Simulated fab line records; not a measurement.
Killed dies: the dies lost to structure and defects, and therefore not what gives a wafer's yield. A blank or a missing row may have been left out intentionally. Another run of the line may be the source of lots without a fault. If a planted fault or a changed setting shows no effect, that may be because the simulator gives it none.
Matching of chambers / flow gf180mcu / GF_V3_ETCH_16 on rie diel-03: 4 sister chambers
The step etches BARC in N2/H2. 20 wafers are shown with their chamber, then 10 later ones without.

== WAFERS PAIRED WITH THEIR CHAMBERS ==
wafer=L076.1; chamber=2; drypump motor current A (A)=5.5; rf fwd power W (W)=494.0; throttle valve pct (%)=13.231
wafer=L076.4; chamber=1; drypump motor current A (A)=5.4; rf fwd power W (W)=494.9; throttle valve pct (%)=13.216
wafer=L076.5; chamber=1; drypump motor current A (A)=5.4; rf fwd power W (W)=494.6; throttle valve pct (%)=13.225
wafer=L080.2; chamber=2; drypump motor current A (A)=5.5; rf fwd power W (W)=493.3; throttle valve pct (%)=13.220
wafer=L080.3; chamber=3; drypump motor current A (A)=6.2; rf fwd power W (W)=495.5; throttle valve pct (%)=13.215
wafer=L080.4; chamber=3; drypump motor current A (A)=6.2; rf fwd power W (W)=495.8; throttle valve pct (%)=13.220
wafer=L081.2; chamber=3; drypump motor current A (A)=6.2; rf fwd power W (W)=494.4; throttle valve pct (%)=13.240
wafer=L081.4; chamber=0; drypump motor current A (A)=5.7; rf fwd power W (W)=493.4; throttle valve pct (%)=13.235
wafer=L081.6; chamber=2; drypump motor current A (A)=5.5; rf fwd power W (W)=492.5; throttle valve pct (%)=13.223
wafer=L085.2; chamber=1; drypump motor current A (A)=5.3; rf fwd power W (W)=495.7; throttle valve pct (%)=13.229
wafer=L085.3; chamber=0; drypump motor current A (A)=5.7; rf fwd power W (W)=494.2; throttle valve pct (%)=13.243
wafer=L085.6; chamber=2; drypump motor current A (A)=5.5; rf fwd power W (W)=497.0; throttle valve pct (%)=13.226
wafer=L088.1; chamber=2; drypump motor current A (A)=5.5; rf fwd power W (W)=492.2; throttle valve pct (%)=13.229
wafer=L088.3; chamber=0; drypump motor current A (A)=5.7; rf fwd power W (W)=494.9; throttle valve pct (%)=13.212
wafer=L088.5; chamber=3; drypump motor current A (A)=6.2; rf fwd power W (W)=496.0; throttle valve pct (%)=13.219
wafer=L091.1; chamber=3; drypump motor current A (A)=6.2; rf fwd power W (W)=496.1; throttle valve pct (%)=13.212
wafer=L091.4; chamber=2; drypump motor current A (A)=5.5; rf fwd power W (W)=492.3; throttle valve pct (%)=13.221
wafer=L091.5; chamber=0; drypump motor current A (A)=5.6; rf fwd power W (W)=493.9; throttle valve pct (%)=13.224
wafer=L092.2; chamber=2; drypump motor current A (A)=5.5; rf fwd power W (W)=492.9; throttle valve pct (%)=13.220
wafer=L092.3; chamber=3; drypump motor current A (A)=6.2; rf fwd power W (W)=496.1; throttle valve pct (%)=13.215

SIGNATURES (means of the wafers above)
reading=drypump motor current A; chamber 0=5.675; chamber 1=5.367; chamber 2=5.500; chamber 3=6.200; scatter within a chamber=0.0298
reading=rf fwd power W; chamber 0=494.100; chamber 1=495.067; chamber 2=493.457; chamber 3=495.650; scatter within a chamber=1.15
reading=throttle valve pct; chamber 0=13.22850; chamber 1=13.22333; chamber 2=13.22429; chamber 3=13.22017; scatter within a chamber=0.0089
Rule: a wafer lies at a distance from a chamber equal to the root of the sum of squares, over the readings, of (its reading less the chamber's mean, divided by the reading's scatter). If the next closest chamber is less than 2 further off than the closest, the wafer can't be placed; otherwise it belongs to the closest. The scatter is the square root of a quotient: the sum, over the shown wafers, of each reading's squared deviation from its chamber's mean, divided by wafers minus chambers.

== WAFERS WHOSE CHAMBER IS MISSING ==
wafer=L092.4; drypump motor current A (A)=5.4; rf fwd power W (W)=493.8; throttle valve pct (%)=13.226
wafer=L093.1; drypump motor current A (A)=5.4; rf fwd power W (W)=494.3; throttle valve pct (%)=13.220
wafer=L093.2; drypump motor current A (A)=6.2; rf fwd power W (W)=494.5; throttle valve pct (%)=13.223
wafer=L093.6; drypump motor current A (A)=5.7; rf fwd power W (W)=495.8; throttle valve pct (%)=13.227
wafer=L094.2; drypump motor current A (A)=5.5; rf fwd power W (W)=495.7; throttle valve pct (%)=13.211
wafer=L094.4; drypump motor current A (A)=5.7; rf fwd power W (W)=495.0; throttle valve pct (%)=13.222
wafer=L094.5; drypump motor current A (A)=6.2; rf fwd power W (W)=493.2; throttle valve pct (%)=13.235
wafer=L096.1; drypump motor current A (A)=5.4; rf fwd power W (W)=495.3; throttle valve pct (%)=13.238
wafer=L096.3; drypump motor current A (A)=6.2; rf fwd power W (W)=496.7; throttle valve pct (%)=13.230
wafer=L096.4; drypump motor current A (A)=6.2; rf fwd power W (W)=493.3; throttle valve pct (%)=13.224

== THE CHAMBER EACH PASSED THROUGH ==
wafer=L092.4; from the rows above=can't be placed: 1 or 2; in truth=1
wafer=L093.1; from the rows above=1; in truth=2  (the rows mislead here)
wafer=L093.2; from the rows above=3; in truth=3
wafer=L093.6; from the rows above=0; in truth=0
wafer=L094.2; from the rows above=2; in truth=2
wafer=L094.4; from the rows above=0; in truth=0
wafer=L094.5; from the rows above=3; in truth=3
wafer=L096.1; from the rows above=1; in truth=1
wafer=L096.3; from the rows above=3; in truth=3
wafer=L096.4; from the rows above=3; in truth=3
8 of 10 placed correctly. Cannot be placed on the basis of these rows: 1; the candidates contain the true chamber in 1. Number placed wrongly: 1.
